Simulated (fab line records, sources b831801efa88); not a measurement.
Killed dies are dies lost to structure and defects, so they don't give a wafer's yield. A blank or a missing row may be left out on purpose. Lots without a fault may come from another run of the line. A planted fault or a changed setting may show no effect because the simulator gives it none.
Which tool did it? | flow gf180mcu | 13 lots, 39 wafers sampled, at 3 steps of a route of 602

WHAT THE GAUGES READ, wafer by wafer
GF_HV_LDD_OVL_MEAS_08.
lot  | measured     | on         | HV_LDD_OVL (nm)
L991 | day 10 07:38 | overlay-01 | 1.3 2.7 1.2
L992 | day 10 07:41 | overlay-02 | -1.1 -1.0 -1.5
L995 | day 11 06:01 | overlay-02 | -0.8 -2.1 0.6
L996 | day 11 21:35 | overlay-01 | 1.4 2.5 2.4
L998 | day 12 05:14 | overlay-01 | 3.1 1.4 -0.2
L102 | day 13 10:07 | overlay-02 | -1.8 -2.1 -0.4
L103 | day 13 14:16 | overlay-01 | 0.1 2.5 2.7
L106 | day 14 13:13 | overlay-02 | -2.9 -0.2 -1.8
L110 | day 15 19:49 | overlay-01 | 1.9 0.7 0.8
L111 | day 16 05:35 | overlay-02 | -1.4 -1.9 0.3
L112 | day 16 13:09 | overlay-01 | -1.2 -1.8 -1.5
L113 | day 16 18:34 | overlay-01 | 1.0 2.0 1.4
L114 | day 17 04:10 | overlay-02 | -1.1 0.8 0.6

WHICH TOOL RAN EACH LOT (tool, then ch and the chambers of the sampled wafers, then the start)
lot  | GF_DUAL_GATE_COAT_06              | GF_DUAL_GATE_STRIP_13
L991 | litho_track-01 ch 0, day 7 23:12  | plasma_asher-04 ch 0,1, day 8 07:45
L992 | litho_track-03 ch 0, day 8 05:38  | plasma_asher-01 ch 0,1, day 8 14:36
L995 | litho_track-01 ch 0, day 9 01:32  | plasma_asher-01 ch 0,1, day 9 09:57
L996 | litho_track-02 ch 0, day 9 18:18  | plasma_asher-01 ch 0,1, day 10 03:59
L998 | litho_track-01 ch 0, day 10 01:30 | plasma_asher-01 ch 0,1, day 10 10:16
L102 | litho_track-03 ch 0, day 11 03:38 | plasma_asher-04 ch 0,1, day 11 13:17
L103 | litho_track-01 ch 0, day 11 08:02 | plasma_asher-01 ch 0,1, day 11 18:11
L106 | litho_track-01 ch 0, day 12 04:06 | plasma_asher-02 ch 0,1, day 12 13:51
L110 | litho_track-01 ch 0, day 13 07:59 | plasma_asher-01 ch 0,1, day 13 18:17
L111 | litho_track-03 ch 0, day 13 15:58 | plasma_asher-02 ch 0,1, day 14 02:34
L112 | litho_track-03 ch 0, day 13 21:16 | plasma_asher-04 ch 0, day 14 08:11
L113 | litho_track-02 ch 0, day 14 07:33 | plasma_asher-01 ch 0,1, day 14 18:29
L114 | litho_track-03 ch 0, day 14 11:50 | plasma_asher-01 ch 0,1, day 14 22:36
- GF_DUAL_GATE_COAT_06: resist thk 1000 nm.
- GF_DUAL_GATE_STRIP_13: strips in O2/N2.

WHAT THE TOOLS THEMSELVES READ (means of the sampled wafers that have a number; where no wafer has one, the mark that the record gives instead)
GF_DUAL_GATE_STRIP_13.
lot  | tool            | drypump_motor_current_A (A) | heater_power_w (W) | oes_product_au (a.u.) | strip_time_to_endpoint_s (s)
L991 | plasma_asher-04 | 5.1                         | 352                | 0.713                 | 12.58
L992 | plasma_asher-01 | 5.6                         | 325                | 0.713                 | 12.61
L995 | plasma_asher-01 | 5.6                         | 326                | 0.718                 | 12.57
L996 | plasma_asher-01 | 5.6                         | 324                | 0.716                 | 12.70
L998 | plasma_asher-01 | 5.6                         | 324                | 0.719                 | 12.64
L102 | plasma_asher-04 | 5.4                         | 378                | 0.719                 | 12.61
L103 | plasma_asher-01 | 5.6                         | 321                | 0.714                 | 12.63
L106 | plasma_asher-02 | 6.1                         | 348                | 0.713                 | 13.00
L110 | plasma_asher-01 | 5.6                         | 332                | 0.710                 | 12.98
L111 | plasma_asher-02 | 6.0                         | 347                | 0.721                 | 12.61
L112 | plasma_asher-04 | 4.8                         | 335                | 0.716                 | 12.64
L113 | plasma_asher-01 | 5.8                         | 332                | 0.710                 | 12.65
L114 | plasma_asher-01 | 5.8                         | 332                | 0.712                 | 12.57

THE ANSWER, worked out from the rows above alone
Rule: what is usual is taken from the lots themselves. Put in order of their means at a reading, lots are off if they are a third of the lots or fewer, leave a main group of 4 or more, and stand apart from it by a gap of 3 or more times the standard deviation of the main group's means; of several such gaps the widest counts. A main group whose means are all the same, to the digits that the tables above print for the reading, isn't used. A lot without any number at a reading at which 4 lots or more have one is off too. The other lots that the step has rows for count as sound. The gauges are gone through in route order, then the tools' own readings, and for those a lot's mean is taken as printed above. The first step at which some lot is off is used, and at that step the reading that is off furthest; a lot without a number counts as furthest.
Off: L106, L110, at GF_DUAL_GATE_STRIP_13 (strip_time_to_endpoint_s). The main group: mean 12.62 s, standard deviation 0.037.
A tool fits if, at that step or a process step before it, it ran every lot that is off, and no sound lot after the first of them. One fits: litho_track-01 at GF_DUAL_GATE_COAT_06. Its last sound lot is L103 (day 11 08:02), its first lot that is off L106 (day 12 04:06): a fault that began between those two fits.

WHAT THE SIMULATOR HAD PUT IN
Process parameter drift: litho_track-01, from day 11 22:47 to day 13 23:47, at GF_DUAL_GATE_COAT_06. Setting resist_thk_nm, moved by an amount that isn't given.
Lots struck among those shown: L106, L110. The rule above found the same.
